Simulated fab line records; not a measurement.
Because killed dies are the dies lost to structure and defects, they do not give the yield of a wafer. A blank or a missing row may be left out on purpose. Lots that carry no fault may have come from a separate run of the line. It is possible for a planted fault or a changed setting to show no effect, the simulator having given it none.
fab line records	flow sky130
record: lots: 12	wafers: 36	lastDay: 50
route steps=708 shown VT_ADJUST_LVTN@107 SONOS_ONO@185 GATE_OXIDE@203 POLY_GATE@236 PAD_OPEN@708
lots with no fault: from the same line, run without faults
startH: hours from the record's first day to the start of the lot's first wafer shown	waitH: hours since the lot's step before	" same as the row above	L1.1+2: several wafers, shown together as one row	- no value present, or no start provided	* or withheld: withheld	< > ~ a bound
route shown NAME@n: NAME is a module with steps in the file, n the number in the route of the first one	usual: mean/standard deviation taken from wafers without a fault	same: alike in all rows	chamber/n: place in a boat	sites: the reading at each site	_std_site: the standard deviation of these	_edge_site: the outer-site mean with the inner-site mean subtracted	radiusMm: how far each site lies from the wafer's centre	mask NAME#n: copy n	behind: the last tool/chamber to shape the wafer	hold: the reason the lot was held/the length of the hold in hours/how it ended	device: the n, p or np transistor that did not switch	end of line: tests run on the same wafers once the route is complete	a step without rows: its recipe alone	killed: the dies lost at the first sort to structure and to defects; this is not the yield of the wafer	map: a wafer's dies, marking killed ones x, the rest . and places with no die _
set.NAME: the setting the step ran with; set.NAME@STEP: the setting that earlier step ran with	model.NAME: the simulator's own value behind a step, which no gauge read
one table for each step of the route and one row for each wafer, over a sample of lots
services: from which hour (startH, from the record's first day; less than 0 if before it) a tool's chamber was out of use, for how many hours, and why
== steps ==
step: SKY_VT_ADJUST_LVTN_TW_MEAS_10
usual: VT_ADJUST_LVTN_TW: 242.3/1.8
lot.wafer	tool	chamber	startH	waitH	VT_ADJUST_LVTN_TW
L484.1	filmMetro-02	-	148.92	0.1	240.9
L484.3	"	-	"	"	240.5
L484.6	"	-	"	"	240.2
L485.4	filmMetro-01	-	155.79	0.1	245.5
L485.5	"	-	"	"	244.8
L485.6	"	-	"	"	244.0
L486.1	filmMetro-02	-	157.87	0.1	241.8
L486.4	"	-	"	"	241.4
L486.5	"	-	"	"	241.5
L488.1	filmMetro-02	-	174.13	0.1	240.8
L488.5	"	-	"	"	241.1
L488.6	"	-	"	"	242.6
L489.2	filmMetro-01	-	181.99	0.1	242.4
L489.3	"	-	"	"	243.6
L489.5	"	-	"	"	243.0
L496.2	filmMetro-01	-	225.29	0.1	243.7
L496.4	"	-	"	"	243.1
L496.6	"	-	"	"	244.5
L497.1	filmMetro-01	-	238.57	0.1	245.0
L497.2	"	-	"	"	243.7
L497.5	"	-	"	"	243.1
L499.1	filmMetro-01	-	252.17	0.1	244.5
L499.3	"	-	"	"	246.2
L499.5	"	-	"	"	244.8
L501.2	filmMetro-03	-	265.42	0.1	241.5
L501.3	"	-	"	"	240.5
L501.5	"	-	"	"	241.2
L504.2	filmMetro-03	-	281.98	0.1	241.1
L504.3	"	-	"	"	240.2
L504.5	"	-	"	"	242.0
L505.2	filmMetro-01	-	284.88	0.1	244.4
L505.3	"	-	"	"	243.7
L505.5	"	-	"	"	243.5
L506.2	filmMetro-03	-	292.47	0.1	240.9
L506.3	"	-	"	"	239.0
L506.4	"	-	"	"	239.7
step: SKY_SONOS_ONO_STRIP_17
recipe: chemistry: O2/N2	powerW: 1400	pressureMtorr: 1500	platenTempC: withheld	o2FlowSccm: 3000	n2FlowSccm: 300	overashFraction: 0.5
usual: drypumpMotorCurrentA: 5.9/0.52	oesProductAu: 0.710/0.0041	stripTimeToEndpointS: 14.09/0.053
lot.wafer	tool	chamber	startH	waitH	drypumpMotorCurrentA	oesProductAu	rfHoursCounterH	stripTimeToEndpointS
L484.1	plasmaAsher-02	0	288.04	0.0	6.4	0.705	62	14.10
L484.3	"	1	"	"	6.3	0.715	-	14.13
L484.6	"	0	"	"	6.4	0.708	-	14.08
L485.4	plasmaAsher-02	0	296.81	0.0	6.4	0.720	-	14.13
L485.5	"	1	"	"	6.3	0.700	-	14.13
L485.6	"	0	"	"	6.4	0.708	-	14.17
L486.1	plasmaAsher-04	0	305.40	0.0	5.1	0.708	17	14.11
L486.4	"	0	"	"	5.2	0.707	-	14.11
L486.5	"	1	"	"	5.1	0.712	-	14.10
L488.1	plasmaAsher-01	1	319.89	0.0	5.4	0.712	58	14.04
L488.5	"	1	"	"	5.4	0.703	-	13.98
L488.6	"	0	"	"	6.1	0.716	-	13.99
L489.2	plasmaAsher-01	1	330.94	0.0	5.4	0.714	59	14.05
L489.3	"	1	"	"	5.4	0.711	-	14.07
L489.5	"	0	"	"	6.1	0.702	-	14.12
L496.2	plasmaAsher-04	1	386.59	0.0	5.1	0.716	25	14.05
L496.4	"	1	"	"	5.1	0.709	-	14.06
L496.6	"	1	"	"	5.1	0.714	-	14.05
L497.1	plasmaAsher-04	0	404.09	0.0	5.1	0.704	26	14.11
L497.2	"	1	"	"	5.1	0.711	26	14.11
L497.5	"	0	"	"	5.1	0.705	-	14.12
L499.1	plasmaAsher-04	0	422.24	0.0	5.1	0.708	28	14.04
L499.3	"	1	"	"	5.1	0.706	-	14.09
L499.5	"	0	"	"	5.1	0.707	-	14.01
L501.2	plasmaAsher-01	0	437.73	0.0	6.1	0.706	71	14.05
L501.3	"	0	"	"	6.1	0.703	-	14.07
L501.5	"	1	"	"	5.4	0.708	-	14.07
L504.2	plasmaAsher-01	1	459.64	0.0	5.4	0.716	73	14.08
L504.3	"	1	"	"	5.4	0.712	-	14.12
L504.5	"	0	"	"	6.1	0.703	-	14.06
L505.2	plasmaAsher-02	1	461.08	0.0	6.3	0.706	3	14.17
L505.3	"	0	"	"	6.4	0.710	-	14.15
L505.5	"	1	"	"	6.3	0.708	-	14.12
L506.2	plasmaAsher-02	0	471.31	0.0	6.4	0.709	4	14.12
L506.3	"	1	"	"	6.3	0.710	-	14.07
L506.4	"	0	"	"	6.4	0.708	-	14.10
step: SKY_GATE_OXIDE_OXIDATION_16
recipe: tempC: 800	ambient: O2	idleTempC: 700	rampUpCPerMin: 10	rampDownCPerMin: 3	stabiliseS: 600	purgeS: 300	targetThkA: 35.7	oxTimeS: 1915
usual: rampDownCPerMin: 3.0000/0.00054	spikeTcBottomC: 816.3/0.97	spikeTcCentreC: 801.5/1.3	spikeTcLowerC: 801.0/1.1	spikeTcTopC: 812.0/2.4	spikeTcUpperC: 800.3/1	tubeCenterTempC: 800/0.076	tube_center_temp_C_max: 802.1/0.33	zonePowerCentrePct: 14.2/2.2	zonePowerUpperPct: 12.94/0.27
same: oxTimeS: 1915
lot.wafer	tool	chamber	startH	waitH	rampDownCPerMin	spikeTcBottomC	spikeTcCentreC	spikeTcLowerC	spikeTcTopC	spikeTcUpperC	tubeCenterTempC	tube_center_temp_C_max	zonePowerCentrePct	zonePowerUpperPct
L484.1	furnace-01	0	316.81	0.2	2.9998	817.0	802.7	800.5	816.1	801.0	799.95	802.0	11.3	13.30
L484.3	"	0	"	"	3.0005	815.1	802.5	800.5	816.0	799.1	800.01	801.8	11.5	13.31
L484.6	"	0	"	"	3.0008	816.5	801.9	802.1	816.1	800.9	800.04	802.1	11.5	13.10
L485.4	furnace-02	0	329.19	3.5	2.9998	817.1	799.8	801.0	811.6	801.6	799.91	802.0	15.8	12.79
L485.5	"	0	"	"	3.0006	817.0	801.8	799.4	810.7	799.8	799.8	801.6	16.0	12.88
L485.6	"	0	"	"	3.0000	818.0	802.5	800.9	808.8	801.5	800	802.0	15.7	12.91
L486.1	furnace-02	0	337.41	2.0	3.0004	817.4	799.4	802.1	810.7	799.8	800.07	802.3	15.9	12.83
L486.4	"	0	"	"	2.9998	815.4	799.7	800.9	809.2	801.4	800.08	802.1	16.1	12.90
L486.5	"	0	"	"	2.9984	817.1	801.4	800.1	811.0	800.5	799.99	801.8	16.0	12.68
L488.1	furnace-02	0	349.78	0.1	2.9989	798.0	779.6	779.6	791.2	780.4	779.32	780.8	15.1	12.23
L488.5	"	0	"	"	2.9998	795.9	779.5	781.3	790.4	779.0	779.29	781.0	15.1	12.19
L488.6	"	0	"	"	3.0001	796.1	781.8	779.4	790.9	777.2	779.43	781.7	15.3	11.99
L489.2	furnace-02	0	363.35	2.2	3.0007	796.0	781.9	780.1	790.6	779.2	779.32	781.1	15.2	12.23
L489.3	"	0	"	"	3.0007	795.1	782.0	781.9	788.8	779.7	779.3	781.6	15.3	12.11
L489.5	"	0	"	"	2.9995	794.3	779.9	781.8	790.5	780.5	779.39	781.4	15.1	12.10
L496.2	furnace-02	0	419.03	0.0	2.9999	817.0	802.3	802.2	811.3	800.3	800.09	801.9	16.0	12.83
L496.4	"	0	"	"	3.0005	817.6	801.0	801.0	811.2	800.8	799.87	801.8	15.8	12.80
L496.6	"	0	"	"	3.0005	815.0	800.2	800.8	811.5	799.5	800	802.4	15.9	12.79
L497.1	furnace-02	0	436.39	0.1	3.0007	817.4	799.8	799.9	810.1	800.0	800	802.2	16.1	12.87
L497.2	"	0	"	"	2.9995	816.2	799.0	803.7	811.1	800.2	800.05	801.6	16.4	12.89
L497.5	"	0	"	"	3.0001	817.4	801.4	800.8	810.6	798.7	800.12	802.1	15.8	12.92
L499.1	furnace-02	0	455.83	0.4	3.0003	815.3	800.2	801.8	812.2	800.0	799.94	801.9	15.9	12.64
L499.3	"	0	"	"	3.0005	816.5	799.7	800.7	810.7	800.5	799.96	802.3	16.1	12.86
L499.5	"	0	"	"	3.0010	817.5	800.5	800.6	808.5	797.9	800.04	802.1	16.1	13.01
L501.2	furnace-02	0	470.59	0.0	3.0006	815.6	801.6	800.0	811.3	800.5	800.06	802.2	15.7	13.02
L501.3	"	0	"	"	2.9994	815.4	800.6	801.5	808.9	800.6	800.09	802.5	16.1	12.78
L501.5	"	0	"	"	2.9997	815.2	801.1	801.3	809.9	800.0	799.98	802.1	16.0	12.66
L504.2	furnace-02	0	492.25	0.0	2.9998	815.9	798.9	801.5	808.6	800.9	800.12	802.0	16.1	12.52
L504.3	"	0	"	"	2.9995	817.4	800.6	800.6	809.7	799.3	800.11	802.5	15.8	12.84
L504.5	"	0	"	"	2.9999	816.6	801.0	800.5	808.7	801.0	799.97	801.8	15.4	12.66
L505.2	furnace-01	0	494.82	0.0	2.9998	815.1	803.0	799.4	813.9	799.7	800.06	802.0	11.3	13.24
L505.3	"	0	"	"	3.0003	816.6	803.1	800.5	815.2	800.3	800.09	802.1	11.4	13.05
L505.5	"	0	"	"	2.9990	814.9	804.1	801.3	816.2	801.2	800.08	802.0	11.3	13.13
L506.2	furnace-02	0	503.93	0.0	3.0004	816.1	801.6	799.6	811.2	799.3	799.95	802.2	16.1	12.90
L506.3	"	0	"	"	3.0000	816.1	802.1	802.8	812.1	802.5	799.93	802.0	15.9	12.69
L506.4	"	0	"	"	3.0004	816.5	801.7	802.5	811.9	800.7	799.99	802.4	15.9	12.86
step: SKY_POLY_GATE_CD_MEAS_22
usual: cdNm: 149.5/1.8
lot.wafer	tool	chamber	startH	waitH	cdNm
L484.1	cdSem-01	-	378.95	0.1	147.5
L484.3	"	-	"	"	149.5
L484.6	"	-	"	"	151.7
L485.4	cdSem-02	-	393.06	0.1	149.0
L485.5	"	-	"	"	146.9
L485.6	"	-	"	"	146.4
L486.1	cdSem-01	-	401.08	0.1	150.5
L486.4	"	-	"	"	147.7
L486.5	"	-	"	"	149.8
L488.1	cdSem-02	-	413.86	0.1	151.1
L488.5	"	-	"	"	148.7
L488.6	"	-	"	"	152.4
L489.2	cdSem-02	-	427.74	0.1	148.1
L489.3	"	-	"	"	150.2
L489.5	"	-	"	"	148.3
L496.2	cdSem-02	-	487.97	0.1	150.6
L496.4	"	-	"	"	150.6
L496.6	"	-	"	"	151.3
L497.1	cdSem-01	-	503.69	0.1	150.8
L497.2	"	-	"	"	152.7
L497.5	"	-	"	"	151.0
L499.1	cdSem-02	-	522.24	0.1	148.7
L499.3	"	-	"	"	151.4
L499.5	"	-	"	"	150.9
L501.2	cdSem-02	-	546.56	0.1	145.2
L501.3	"	-	"	"	146.3
L501.5	"	-	"	"	146.5
L504.2	cdSem-02	-	559.37	0.1	147.4
L504.3	"	-	"	"	150.5
L504.5	"	-	"	"	150.0
L505.2	cdSem-02	-	560.14	0.1	151.5
L505.3	"	-	"	"	150.6
L505.5	"	-	"	"	150.3
L506.2	cdSem-01	-	571.33	0.1	151.8
L506.3	"	-	"	"	151.5
L506.4	"	-	"	"	150.2
step: SKY_PAD_OPEN_PROBE_99
usual: killed_at_M0_to_M3: 43/7.4	killed_at_M4_up: 3.1/1.9	killedAtContacts: 25/5.4	killedAtFrontEnd: 15/4.3	killedAtOther: 0.3/0.54	killedDies: 86/10	killedOnRim: 17/4	killedOpen: 46/7.4	killedShort: 40/7
same: grossDies: 492	killedAtBackSide: 0
lot.wafer	tool	chamber	startH	waitH	killed_at_M0_to_M3	killed_at_M4_up	killedAtContacts	killedAtFrontEnd	killedAtOther	killedDies	killedOnRim	killedOpen	killedShort
L484.1	prober-02	-	1080.63	0.1	48	2	23	12	0	85	14	43	42
L484.3	prober-02	-	1080.73	0.2	49	5	20	19	0	93	18	54	38
L484.6	prober-02	-	1080.88	0.2	48	6	27	17	0	98	16	57	40
L485.4	prober-01	-	1094.62	0.2	63	3	26	17	0	109	25	62	47
L485.5	prober-01	-	1094.67	0.2	38	1	26	21	0	86	20	44	42
L485.6	prober-01	-	1094.72	0.2	39	7	24	8	0	78	16	44	34
L486.1	prober-02	-	1097.80	0.1	44	4	29	12	0	89	18	43	46
L486.4	prober-02	-	1097.95	0.2	52	0	36	12	0	100	26	60	40
L486.5	prober-02	-	1098.00	0.2	48	5	19	11	0	83	10	39	44
L488.1	prober-02	-	1105.35	0.1	45	2	19	20	0	86	14	36	50
L488.5	prober-02	-	1105.55	0.2	53	3	31	15	0	102	16	57	45
L488.6	prober-02	-	1105.60	0.2	37	4	22	13	0	76	12	38	38
L489.2	prober-01	-	1114.26	0.1	45	2	31	13	0	91	13	49	42
L489.3	prober-01	-	1114.31	0.2	36	4	26	15	0	81	14	56	25
L489.5	prober-01	-	1114.41	0.2	53	2	30	16	1	102	23	60	42
L496.2	prober-02	-	1152.29	0.1	45	4	21	21	0	91	18	51	40
L496.4	prober-02	-	1152.39	0.2	64	4	29	19	0	116	24	60	56
L496.6	prober-02	-	1152.49	0.2	46	4	26	22	1	99	25	48	51
L497.1	prober-01	-	1162.74	0.1	37	0	29	15	2	83	14	51	31
L497.2	prober-01	-	1162.79	0.1	47	2	20	20	1	90	18	45	45
L497.5	prober-01	-	1162.94	0.2	41	4	24	23	1	93	13	44	49
L499.1	prober-01	-	1175.56	0.1	38	4	21	12	0	75	15	42	33
L499.3	prober-01	-	1175.66	0.2	39	1	26	15	0	81	10	42	38
L499.5	prober-01	-	1175.76	0.2	29	1	18	20	0	68	13	35	31
L501.2	prober-01	-	1189.67	0.1	40	4	18	18	2	82	20	41	40
L501.3	prober-01	-	1189.72	0.2	40	0	26	7	0	73	16	44	29
L501.5	prober-01	-	1189.82	0.2	38	3	15	19	1	76	17	41	34
L504.2	prober-02	-	1194.04	0.1	39	2	22	10	0	73	15	46	27
L504.3	prober-02	-	1194.09	0.2	39	2	22	15	0	78	16	44	34
L504.5	prober-02	-	1194.19	0.2	47	3	21	22	0	93	18	45	48
L505.2	prober-01	-	1197.45	0.1	33	0	28	12	0	73	13	42	30
L505.3	prober-01	-	1197.50	0.2	40	2	29	9	0	80	19	41	38
L505.5	prober-01	-	1197.60	0.2	48	5	14	15	0	82	15	41	38
L506.2	prober-02	-	1204.09	0.1	50	7	17	10	0	84	20	42	42
L506.3	prober-02	-	1204.14	0.2	42	4	15	9	1	71	18	36	35
L506.4	prober-02	-	1204.19	0.2	52	3	14	13	1	83	14	43	40
killed by level:class
L484.1 VIA1:geometricParticle:short=9 VIA1:geometricParticle:open=8 VIA3:geometricParticle:open=8 CONTACT:geometricParticle:open=7 LI_CONTACT:geometricParticle:open=6 METAL2:geometricParticle:short=5 LOCAL_INTERCONNECT:geometricParticle:short=4 VIA2:geometricParticle:open=4
L484.3 VIA1:geometricParticle:open=11 CONTACT:geometricParticle:open=10 VIA3:geometricParticle:open=9 VIA2:geometricParticle:open=8 VIA3:geometricParticle:short=7 LI_CONTACT:geometricParticle:open=6 VIA1:geometricParticle:short=6 FIELD_ISO:geometricParticle:short=5
L484.6 VIA1:geometricParticle:open=12 CONTACT:geometricParticle:open=10 LI_CONTACT:geometricParticle:open=9 FIELD_ISO:geometricParticle:open=7 VIA2:geometricParticle:open=7 METAL1:geometricParticle:short=7 FIELD_ISO:geometricParticle:short=4 LOCAL_INTERCONNECT:geometricParticle:short=4
L485.4 VIA1:geometricParticle:open=18 METAL2:geometricParticle:short=12 VIA2:geometricParticle:open=10 LI_CONTACT:geometricParticle:open=7 CONTACT:geometricParticle:short=7 VIA3:geometricParticle:open=7 CONTACT:geometricParticle:open=6 FIELD_ISO:geometricParticle:open=5
L485.5 CONTACT:geometricParticle:open=10 LOCAL_INTERCONNECT:geometricParticle:short=7 LI_CONTACT:geometricParticle:open=6 VIA1:geometricParticle:short=6 VIA2:geometricParticle:open=6 VIA1:geometricParticle:open=5 METAL2:geometricParticle:short=5 VIA3:geometricParticle:open=5
L485.6 LI_CONTACT:geometricParticle:open=10 VIA3:geometricParticle:open=10 METAL2:geometricParticle:short=8 CONTACT:geometricParticle:open=7 METAL1:geometricParticle:short=5 VIA1:geometricParticle:open=4 LI_CONTACT:geometricParticle:short=4 METAL4:geometricParticle:short=4
L486.1 VIA1:geometricParticle:open=16 VIA1:geometricParticle:short=8 LI_CONTACT:geometricParticle:open=7 CONTACT:geometricParticle:short=7 LOCAL_INTERCONNECT:geometricParticle:short=6 METAL1:geometricParticle:short=6 CONTACT:geometricParticle:open=5 FIELD_ISO:geometricParticle:open=4
L486.4 CONTACT:geometricParticle:open=17 VIA1:geometricParticle:open=14 CONTACT:geometricParticle:short=9 VIA2:geometricParticle:open=7 VIA3:geometricParticle:open=7 LI_CONTACT:geometricParticle:open=6 VIA1:geometricParticle:short=6 POLY_GATE:geometricParticle:short=5
L486.5 VIA1:geometricParticle:open=14 CONTACT:geometricParticle:open=8 METAL2:geometricParticle:short=8 METAL1:geometricParticle:short=6 VIA3:geometricParticle:short=5 FIELD_ISO:geometricParticle:open=4 LI_CONTACT:geometricParticle:short=3 LOCAL_INTERCONNECT:geometricParticle:short=3
L488.1 VIA1:geometricParticle:open=10 FIELD_ISO:geometricParticle:short=7 VIA1:geometricParticle:short=7 LI_CONTACT:geometricParticle:open=6 METAL3:geometricParticle:short=6 METAL2:geometricParticle:short=5 CONTACT:geometricParticle:short=4 METAL1:geometricParticle:short=4
L488.5 CONTACT:geometricParticle:open=9 METAL1:geometricParticle:short=9 VIA3:geometricParticle:open=9 LI_CONTACT:geometricParticle:open=8 VIA2:geometricParticle:open=8 VIA1:geometricParticle:open=7 LOCAL_INTERCONNECT:geometricParticle:short=6 FIELD_ISO:geometricParticle:open=5
L488.6 VIA1:geometricParticle:open=9 LOCAL_INTERCONNECT:geometricParticle:short=6 VIA2:geometricParticle:open=6 FIELD_ISO:geometricParticle:short=5 LI_CONTACT:geometricParticle:short=4 LI_CONTACT:geometricParticle:open=4 CONTACT:geometricParticle:open=4 CONTACT:geometricParticle:short=4
L489.2 VIA1:geometricParticle:open=11 CONTACT:geometricParticle:open=10 VIA2:geometricParticle:open=10 LOCAL_INTERCONNECT:geometricParticle:short=7 METAL1:geometricParticle:short=6 LI_CONTACT:geometricParticle:open=5 CONTACT:geometricParticle:short=5 POLY_GATE:geometricParticle:short=4
L489.3 CONTACT:geometricParticle:open=17 VIA1:geometricParticle:open=9 VIA2:geometricParticle:open=7 FIELD_ISO:geometricParticle:short=5 LI_CONTACT:geometricParticle:open=5 VIA3:geometricParticle:open=5 METAL1:geometricParticle:short=5 FIELD_ISO:geometricParticle:open=4
L489.5 CONTACT:geometricParticle:open=14 VIA1:geometricParticle:open=12 VIA3:geometricParticle:open=7 LI_CONTACT:geometricParticle:open=6 METAL1:geometricParticle:short=6 FIELD_ISO:geometricParticle:open=5 FIELD_ISO:geometricParticle:short=5 LOCAL_INTERCONNECT:geometricParticle:short=5
L496.2 CONTACT:geometricParticle:open=9 VIA1:geometricParticle:open=9 VIA2:geometricParticle:open=9 POLY_GATE:geometricParticle:short=6 VIA2:geometricParticle:short=6 FIELD_ISO:geometricParticle:short=5 CONTACT:geometricParticle:short=5 VIA3:geometricParticle:open=5
L496.4 VIA1:geometricParticle:open=13 METAL2:geometricParticle:short=11 POLY_GATE:geometricParticle:open=8 LI_CONTACT:geometricParticle:open=8 VIA1:geometricParticle:short=7 CONTACT:geometricParticle:open=7 VIA3:geometricParticle:open=6 METAL1:geometricParticle:short=6
L496.6 CONTACT:geometricParticle:open=12 VIA3:geometricParticle:open=9 METAL1:geometricParticle:short=9 VIA1:geometricParticle:open=8 VIA1:geometricParticle:short=6 CONTACT:geometricParticle:short=6 POLY_GATE:geometricParticle:short=5 METAL2:geometricParticle:short=5
L497.1 VIA1:geometricParticle:open=13 LI_CONTACT:geometricParticle:open=12 LI_CONTACT:geometricParticle:short=9 VIA2:geometricParticle:open=6 METAL1:geometricParticle:short=5 VIA3:geometricParticle:open=5 CONTACT:geometricParticle:open=4 FIELD_ISO:geometricParticle:short=3
L497.2 VIA1:geometricParticle:open=9 CONTACT:geometricParticle:open=7 METAL1:geometricParticle:short=7 LOCAL_INTERCONNECT:geometricParticle:short=6 METAL2:geometricParticle:short=6 POLY_GATE:geometricParticle:short=5 LI_CONTACT:geometricParticle:open=5 VIA3:geometricParticle:open=5
L497.5 LI_CONTACT:geometricParticle:open=8 VIA1:geometricParticle:open=8 CONTACT:geometricParticle:open=7 FIELD_ISO:geometricParticle:short=6 METAL1:geometricParticle:short=6 VIA1:geometricParticle:short=5 METAL2:geometricParticle:short=5 VIA2:geometricParticle:open=5
L499.1 CONTACT:geometricParticle:open=10 VIA1:geometricParticle:open=10 METAL2:geometricParticle:short=9 POLY_GATE:geometricParticle:open=5 VIA3:geometricParticle:open=5 VIA1:geometricParticle:short=5 METAL4:geometricParticle:short=4 POLY_GATE:geometricParticle:short=4
L499.3 VIA1:geometricParticle:open=13 CONTACT:geometricParticle:short=7 LI_CONTACT:geometricParticle:open=7 FIELD_ISO:geometricParticle:open=6 METAL1:geometricParticle:short=6 CONTACT:geometricParticle:open=5 METAL2:geometricParticle:short=5 LOCAL_INTERCONNECT:geometricParticle:short=4
L499.5 CONTACT:geometricParticle:open=6 VIA1:geometricParticle:short=5 VIA1:geometricParticle:open=5 VIA2:geometricParticle:open=5 FIELD_ISO:geometricParticle:short=4 POLY_GATE:geometricParticle:short=4 LI_CONTACT:geometricParticle:open=4 POLY_GATE:geometricParticle:open=3
L501.2 VIA3:geometricParticle:open=10 LI_CONTACT:geometricParticle:open=7 POLY_GATE:geometricParticle:short=5 METAL1:geometricParticle:short=5 METAL2:geometricParticle:short=5 VIA3:geometricParticle:short=4 LI_CONTACT:geometricParticle:short=4 VIA2:geometricParticle:open=4
L501.3 LI_CONTACT:geometricParticle:open=13 VIA1:geometricParticle:open=9 VIA1:geometricParticle:short=9 CONTACT:geometricParticle:open=6 VIA3:geometricParticle:open=5 LOCAL_INTERCONNECT:geometricParticle:short=3 VIA2:geometricParticle:open=3 METAL2:geometricParticle:short=3
L501.5 LI_CONTACT:geometricParticle:open=9 VIA2:geometricParticle:open=7 FIELD_ISO:geometricParticle:short=6 VIA1:geometricParticle:open=6 VIA3:geometricParticle:open=6 POLY_GATE:geometricParticle:short=5 METAL3:geometricParticle:short=5 FIELD_ISO:geometricParticle:open=4
L504.2 CONTACT:geometricParticle:open=12 VIA1:geometricParticle:open=11 VIA2:geometricParticle:open=9 METAL1:geometricParticle:short=6 POLY_GATE:geometricParticle:short=4 CONTACT:geometricParticle:short=4 VIA3:geometricParticle:open=4 FIELD_ISO:geometricParticle:short=3
L504.3 CONTACT:geometricParticle:open=9 VIA1:geometricParticle:open=8 VIA1:geometricParticle:short=6 VIA2:geometricParticle:open=6 CONTACT:geometricParticle:short=5 METAL1:geometricParticle:short=4 VIA3:geometricParticle:open=4 FIELD_ISO:geometricParticle:open=3
L504.5 METAL1:geometricParticle:short=11 VIA1:geometricParticle:open=8 LI_CONTACT:geometricParticle:open=7 VIA3:geometricParticle:open=7 CONTACT:geometricParticle:short=6 FIELD_ISO:geometricParticle:short=5 VIA2:geometricParticle:open=5 POLY_GATE:geometricParticle:open=4
L505.2 CONTACT:geometricParticle:open=10 LI_CONTACT:geometricParticle:open=8 VIA1:geometricParticle:open=8 CONTACT:geometricParticle:short=5 METAL2:geometricParticle:short=5 POLY_GATE:geometricParticle:short=3 POLY_GATE:geometricParticle:open=3 LOCAL_INTERCONNECT:geometricParticle:short=3
L505.3 CONTACT:geometricParticle:open=9 LI_CONTACT:geometricParticle:open=9 VIA2:geometricParticle:open=6 LOCAL_INTERCONNECT:geometricParticle:short=6 METAL1:geometricParticle:short=6 VIA1:geometricParticle:open=6 VIA1:geometricParticle:short=6 METAL2:geometricParticle:short=4
L505.5 VIA1:geometricParticle:open=11 LI_CONTACT:geometricParticle:open=7 METAL1:geometricParticle:short=6 VIA1:geometricParticle:short=5 METAL2:geometricParticle:short=5 VIA2:geometricParticle:open=5 FIELD_ISO:geometricParticle:open=4 CONTACT:geometricParticle:short=4
L506.2 VIA1:geometricParticle:open=8 VIA2:geometricParticle:open=8 CONTACT:geometricParticle:open=7 VIA3:geometricParticle:open=6 METAL1:geometricParticle:short=6 METAL4:geometricParticle:short=6 VIA2:geometricParticle:short=5 VIA3:geometricParticle:short=5
L506.3 VIA1:geometricParticle:open=11 CONTACT:geometricParticle:open=9 METAL1:geometricParticle:short=7 VIA2:geometricParticle:open=5 VIA1:geometricParticle:short=4 VIA2:geometricParticle:short=4 METAL2:geometricParticle:short=3 VIA3:geometricParticle:open=3
L506.4 VIA1:geometricParticle:open=11 METAL1:geometricParticle:short=7 VIA1:geometricParticle:short=7 LI_CONTACT:geometricParticle:open=6 CONTACT:geometricParticle:open=6 METAL2:geometricParticle:short=5 VIA2:geometricParticle:short=5 VIA3:geometricParticle:open=5
== services ==
tool	chamber	startH	hours	kind
plasmaAsher-01	-	267.53	15.6	pm
furnace-02	-	275.30	3.7	pm
plasmaAsher-04	-	277.87	0.9	repair
plasmaAsher-04	-	278.74	14.6	pm
plasmaAsher-01	-	283.13	2.8	pm
furnace-02	-	305.31	1.2	repair
furnace-01	-	319.73	4.4	pm
plasmaAsher-04	-	328.04	3.7	repair
plasmaAsher-02	-	356.06	0.8	repair
furnace-02	-	358.35	3.5	pm
furnace-01	-	368.80	3.5	pm
plasmaAsher-04	-	378.68	2.8	pm
plasmaAsher-02	-	421.25	9.0	pm
plasmaAsher-02	0	421.25	9.0	ventCycle
plasmaAsher-02	1	421.25	9.0	ventCycle
plasmaAsher-02	0	430.25	-	clean
plasmaAsher-02	1	430.25	-	clean
furnace-02	-	443.60	4.0	pm
== key ==
firstSign: step: SKY_GATE_OXIDE_OXIDATION_16	reading: tubeCenterTempC	direction: down	sigmas: 99+	usual: *	struck: *
effect: step: SKY_GATE_OXIDE_OXIDATION_16	reading: tube_center_temp_C_max	direction: down	sigmas: 63	usual: *	struck: *
metAt SKY_GATE_OXIDE_OXIDATION_16
struckLots L488,L489
testerLeftOut L488,L489
notActingAt SKY_VT_ADJUST_LVTN_TW_MEAS_10,SKY_SONOS_ONO_STRIP_17,SKY_POLY_GATE_CD_MEAS_22
onsetBetween 337.41 349.78
fault: kind: processParameterDrift	tool: furnace-02	chamber: -	onsetH: 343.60	steps: SKY_GATE_OXIDE_OXIDATION_16	channel: tempC	offset: *	shape: step	endH: 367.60	actsIn: *	stated: *
testerLeftOut: of these lots the tester's yield and bins aren't shown, on N5 and GAA mostly nor the transistor test; their killed dies are dies lost to structure and defects alone, not to doping, threshold or leakage, so they don't give the yield
